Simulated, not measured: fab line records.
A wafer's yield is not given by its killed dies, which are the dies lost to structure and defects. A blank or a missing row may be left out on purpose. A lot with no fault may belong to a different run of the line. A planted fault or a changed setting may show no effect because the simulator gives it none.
fab line records	flow sky130
[record] lots = 12	wafers = 36	last-day = 50
route steps=708 shown FIELD_ISO@17 NWELL@82 VT_ADJUST_HVTP@94 VT_ADJUST_LVTN@115
lots that met no fault: taken from a fault-free run of the same line
start-h: the number of hours between the record's first day and the start of the first shown wafer of the lot	wait-h: time in hours since the lot's previous step	" as in the row above	L1.1+2: one row covering several wafers at once	- no value, or no start given	* or withheld: withheld	< > ~ a bound
route shown NAME@n: a module of which the file shows steps, and the number in the route of the first	usual: average and standard deviation across the fault-free wafers	same: alike in all rows	chamber/n: place in a boat	sites: each site's reading	_std_site: the standard deviation of these	_edge_site: outer sites' mean less inner sites'	radius-mm: for every site, how far away it sits from the centre of the wafer	mask NAME#n: copy n	behind: the tool/chamber that last shaped the wafer	hold: the reason the lot was held/the length of the hold in hours/how it ended	device: which transistor (n, p or np) failed to switch	end of line: tests of these same wafers at the route's end	step lacking rows: just its recipe	killed: count of dies lost to structure and defects at first sort (not the wafer's yield)	map: a wafer's dies, marking killed ones x, the rest . and places with no die _
set.NAME: the setting that was run; set.NAME@STEP: the one run at that earlier step	model.NAME: the simulator's own value behind a step, which no gauge read
the route's steps for a sample of lots (tables are steps, rows are wafers)
services: the hour from which a tool's chamber was out of use, counted from the record's first day as start-h (under 0 if before that day), plus the number of hours and why
[[steps]]
[step SKY_FIELD_ISO_STRIP_16]
[recipe] chemistry = O2/N2	power-w = 1400	pressure-mtorr = 1500	platen-temp-c = withheld	o2-flow-sccm = 3000	n2-flow-sccm = 300	overash-fraction = 0.5
[usual] drypump-motor-current-A = 5.6/0.61	oes-product-au = 0.379/0.0053	strip-time-to-endpoint-s = 3.56/0.038
lot.wafer	tool	chamber	start-h	wait-h	drypump-motor-current-A	oes-product-au	rf-hours-counter-h	strip-time-to-endpoint-s
L379.1	plasma-asher-01	1	33.44	0.0	5.6	0.373	38	3.58
L379.4	"	1	"	"	5.6	0.383	-	3.53
L379.6	"	1	"	"	5.6	0.380	-	3.51
L380.3	plasma-asher-02	0	34.08	0.1	6.8	0.385	-	3.54
L380.5	"	1	"	"	5.3	0.382	-	3.58
L380.6	"	0	"	"	6.8	0.386	-	3.60
L382.1	plasma-asher-03	1	43.45	0.0	5.9	0.375	39	3.56
L382.4	"	1	"	"	5.9	0.377	-	3.58
L382.6	"	1	"	"	5.9	0.380	-	3.58
L384.2	plasma-asher-02	1	53.90	0.0	5.3	0.375	30	3.57
L384.3	"	0	"	"	6.8	0.378	-	3.54
L384.4	"	1	"	"	5.3	0.378	-	3.52
L385.1	plasma-asher-01	0	60.29	0.0	4.9	0.379	41	3.56
L385.3	"	0	"	"	4.9	0.376	-	3.58
L385.5	"	1	"	"	5.7	0.375	-	3.55
L394.3	plasma-asher-01	1	108.98	0.1	5.6	0.376	-	3.55
L394.4	"	0	"	"	4.9	0.373	-	3.60
L394.6	"	0	"	"	5.0	0.376	-	3.55
L395.1	plasma-asher-01	0	112.50	0.0	4.9	0.373	46	3.60
L395.2	"	1	"	"	5.6	0.380	46	3.54
L395.4	"	1	"	"	5.6	0.373	-	3.56
L396.4	plasma-asher-01	1	117.53	0.1	5.7	0.377	-	3.52
L396.5	"	0	"	"	4.9	0.383	-	3.49
L396.6	"	1	"	"	5.7	0.369	-	3.54
L397.2	plasma-asher-01	1	123.14	0.0	5.7	0.375	47	3.60
L397.5	"	0	"	"	4.9	0.382	-	3.60
L397.6	"	1	"	"	5.6	0.382	-	3.59
L400.1	plasma-asher-03	1	140.54	0.0	5.9	0.380	2	3.53
L400.3	"	1	"	"	5.9	0.364	-	3.50
L400.5	"	1	"	"	5.9	0.365	-	3.49
L401.2	plasma-asher-03	1	143.44	0.0	5.9	0.373	3	3.55
L401.4	"	0	"	"	5.0	0.384	-	3.54
L401.6	"	1	"	"	5.9	0.383	-	3.56
L402.2	plasma-asher-03	1	148.89	0.0	6.0	0.380	3	3.52
L402.3	"	1	"	"	5.9	0.376	-	3.54
L402.6	"	0	"	"	5.1	0.383	-	3.57
[step SKY_NWELL_RS_MEAS_29]
[recipe] thk-meas-gauge = four-point-probe
[usual] NWELL_RS = 624.6/2
lot.wafer	tool	chamber	start-h	wait-h	NWELL_RS[ohm/sq]
L379.1	film-metro-04	-	108.87	0.1	624.9
L379.4	"	-	"	"	625.6
L379.6	"	-	"	"	622.8
L380.3	film-metro-04	-	109.67	0.1	626.4
L380.5	"	-	"	"	625.9
L380.6	"	-	"	"	625.3
L382.1	film-metro-04	-	121.77	0.1	622.9
L382.4	"	-	"	"	623.7
L382.6	"	-	"	"	622.0
L384.2	film-metro-04	-	131.09	0.1	621.7
L384.3	"	-	"	"	621.7
L384.4	"	-	"	"	622.8
L385.1	film-metro-04	-	139.07	0.1	625.4
L385.3	"	-	"	"	626.7
L385.5	"	-	"	"	627.4
L394.3	film-metro-03	-	198.71	0.1	629.3
L394.4	"	-	"	"	628.5
L394.6	"	-	"	"	629.1
L395.1	film-metro-04	-	204.67	0.1	626.0
L395.2	"	-	"	"	626.3
L395.4	"	-	"	"	625.7
L396.4	film-metro-04	-	208.99	0.1	621.5
L396.5	"	-	"	"	622.6
L396.6	"	-	"	"	620.8
L397.2	film-metro-02	-	215.39	0.1	625.3
L397.5	"	-	"	"	624.6
L397.6	"	-	"	"	622.3
L400.1	film-metro-02	-	238.13	0.1	622.3
L400.3	"	-	"	"	623.3
L400.5	"	-	"	"	624.5
L401.2	film-metro-03	-	241.80	0.1	625.1
L401.4	"	-	"	"	622.1
L401.6	"	-	"	"	624.5
L402.2	film-metro-03	-	243.40	0.1	622.4
L402.3	"	-	"	"	621.3
L402.6	"	-	"	"	623.6
[step SKY_VT_ADJUST_HVTP_IMPLANT_09]
[recipe] species = As	energy-kev = 150	dose-cm2 = 4.3e+12	tilt-deg = withheld
[usual] beam-on-s = 9.99/0.2	faraday-current-uA = 24.3/0.49
lot.wafer	tool	chamber	start-h	wait-h	beam-on-s	faraday-current-uA
L379.1	implanter-01	0	127.98	0.0	9.93	24.4
L379.4	"	0	"	"	9.95	24.4
L379.6	"	0	"	"	10.09	24.1
L380.3	implanter-01	0	129.18	0.1	10.14	23.8
L380.5	"	0	"	"	10.08	24.0
L380.6	"	0	"	"	9.92	24.5
L382.1	implanter-01	0	141.39	0.0	10.28	23.4
L382.4	"	0	"	"	10.16	23.8
L382.6	"	0	"	"	10.46	23.2
L384.2	implanter-02	0	150.61	0.0	9.85	24.6
L384.3	"	0	"	"	9.89	24.6
L384.4	"	0	"	"	10.04	24.2
L385.1	implanter-01	0	159.33	0.0	9.61	25.2
L385.3	"	0	"	"	10.19	23.8
L385.5	"	0	"	"	9.83	24.6
L394.3	implanter-02	0	221.83	0.1	10.27	23.5
L394.4	"	0	"	"	9.98	24.2
L394.6	"	0	"	"	10.02	24.3
L395.1	implanter-02	0	227.78	0.0	9.94	24.5
L395.2	"	0	"	"	9.91	24.5
L395.4	"	0	"	"	10.05	24.3
L396.4	implanter-04	0	231.70	0.1	9.95	24.4
L396.5	"	0	"	"	10.05	24.0
L396.6	"	0	"	"	9.80	24.7
L397.2	implanter-01	0	237.90	0.0	10.06	24.1
L397.5	"	0	"	"	10.14	24.0
L397.6	"	0	"	"	10.28	23.6
L400.1	implanter-04	0	262.23	0.0	10.02	24.2
L400.3	"	0	"	"	9.30	25.9
L400.5	"	0	"	"	10.01	24.2
L401.2	implanter-01	0	265.45	0.0	9.76	24.8
L401.4	"	0	"	"	10.13	23.9
L401.6	"	0	"	"	10.26	23.6
L402.2	implanter-04	0	268.05	0.0	9.87	24.6
L402.3	"	0	"	"	10.05	24.2
L402.6	"	0	"	"	10.50	23.1
[step SKY_VT_ADJUST_HVTP_TW_MEAS_11]
[usual] VT_ADJUST_HVTP_TW = 1351/14
lot.wafer	tool	chamber	start-h	wait-h	VT_ADJUST_HVTP_TW
L379.1	film-metro-01	-	128.23	0.1	1359
L379.4	"	-	"	"	1354
L379.6	"	-	"	"	1355
L380.3	film-metro-03	-	129.40	0.1	1334
L380.5	"	-	"	"	1327
L380.6	"	-	"	"	1333
L382.1	film-metro-01	-	141.64	0.1	1197
L382.4	"	-	"	"	1190
L382.6	"	-	"	"	1198
L384.2	film-metro-03	-	150.84	0.1	1334
L384.3	"	-	"	"	1336
L384.4	"	-	"	"	1331
L385.1	film-metro-01	-	159.58	0.1	1190
L385.3	"	-	"	"	1189
L385.5	"	-	"	"	1190
L394.3	film-metro-01	-	222.05	0.1	1356
L394.4	"	-	"	"	1356
L394.6	"	-	"	"	1359
L395.1	film-metro-04	-	228.04	0.1	1378
L395.2	"	-	"	"	1372
L395.4	"	-	"	"	1369
L396.4	film-metro-01	-	231.91	0.1	1351
L396.5	"	-	"	"	1357
L396.6	"	-	"	"	1345
L397.2	film-metro-03	-	238.14	0.1	1329
L397.5	"	-	"	"	1334
L397.6	"	-	"	"	1336
L400.1	film-metro-03	-	262.48	0.1	1347
L400.3	"	-	"	"	1339
L400.5	"	-	"	"	1339
L401.2	film-metro-04	-	265.69	0.1	1374
L401.4	"	-	"	"	1376
L401.6	"	-	"	"	1380
L402.2	film-metro-01	-	268.29	0.1	1352
L402.3	"	-	"	"	1351
L402.6	"	-	"	"	1355
[step SKY_VT_ADJUST_LVTN_OVL_MEAS_18]
[usual] VT_ADJUST_LVTN_01_OVL = -0.8/1.5
lot.wafer	tool	chamber	start-h	wait-h	VT_ADJUST_LVTN_01_OVL[nm]
L379.1	overlay-02	-	167.03	0.1	-1.0
L379.4	"	-	"	"	-0.4
L379.6	"	-	"	"	1.2
L380.3	overlay-02	-	167.94	0.1	1.5
L380.5	"	-	"	"	-0.9
L380.6	"	-	"	"	0.6
L382.1	overlay-02	-	182.37	0.1	0.2
L382.4	"	-	"	"	2.0
L382.6	"	-	"	"	-0.7
L384.2	overlay-02	-	192.38	0.1	0.6
L384.3	"	-	"	"	1.7
L384.4	"	-	"	"	1.0
L385.1	overlay-02	-	201.52	0.1	-0.4
L385.3	"	-	"	"	0.5
L385.5	"	-	"	"	0.9
L394.3	overlay-01	-	269.63	0.1	-2.2
L394.4	"	-	"	"	-2.4
L394.6	"	-	"	"	-2.5
L395.1	overlay-01	-	275.27	0.1	-2.5
L395.2	"	-	"	"	-0.7
L395.4	"	-	"	"	-2.5
L396.4	overlay-01	-	279.49	0.1	-2.2
L396.5	"	-	"	"	-1.4
L396.6	"	-	"	"	-0.1
L397.2	overlay-02	-	285.57	0.1	-3.2
L397.5	"	-	"	"	-1.3
L397.6	"	-	"	"	-1.8
L400.1	overlay-02	-	311.57	0.1	-1.3
L400.3	"	-	"	"	-0.8
L400.5	"	-	"	"	0.6
L401.2	overlay-02	-	315.38	0.1	-1.4
L401.4	"	-	"	"	0.2
L401.6	"	-	"	"	-0.8
L402.2	overlay-02	-	318.53	0.1	-3.0
L402.3	"	-	"	"	-3.6
L402.6	"	-	"	"	-4.4
[[services]]
tool	chamber	start-h	hours	kind
implanter-01	-	70.60	9.3	repair
implanter-02	-	90.52	2.1	repair
implanter-02	-	94.59	4.7	pm
plasma-asher-03	-	108.75	9.0	pm
plasma-asher-03	0	108.75	9.0	vent-cycle
plasma-asher-03	1	108.75	9.0	vent-cycle
plasma-asher-03	0	117.75	-	clean
plasma-asher-03	1	117.75	-	clean
implanter-01	-	131.17	3.9	pm
implanter-01	-	135.02	5.0	pm
implanter-04	-	138.51	3.2	pm
implanter-01	-	146.60	5.7	repair
plasma-asher-02	-	172.05	6.5	repair
plasma-asher-02	-	230.92	0.4	repair
implanter-02	-	256.64	3.9	repair
[[key]]
[first-sign] step = SKY_VT_ADJUST_HVTP_TW_MEAS_11	reading = VT_ADJUST_HVTP_TW	direction = down	sigmas = 11	usual = 1351	struck = 1192
effect none on later readings
met-at SKY_VT_ADJUST_HVTP_IMPLANT_09
struck-lots L382,L385
tester-left-out L382,L385
not-acting-at SKY_FIELD_ISO_STRIP_16,SKY_NWELL_RS_MEAS_29,SKY_VT_ADJUST_LVTN_OVL_MEAS_18
onset-between 129.18 141.39
[fault] kind = process-parameter-drift	tool = implanter-01	chamber = -	onset-h = 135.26	steps = SKY_VT_ADJUST_HVTP_IMPLANT_09	channel = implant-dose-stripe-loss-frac	offset = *	shape = step	end-h = 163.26
// tester-left-out: of these lots the tester's yield and bins aren't shown, on N5 and GAA mostly nor the transistor test; their killed dies are dies lost to structure and defects alone, not to doping, threshold or leakage, so they don't give the yield
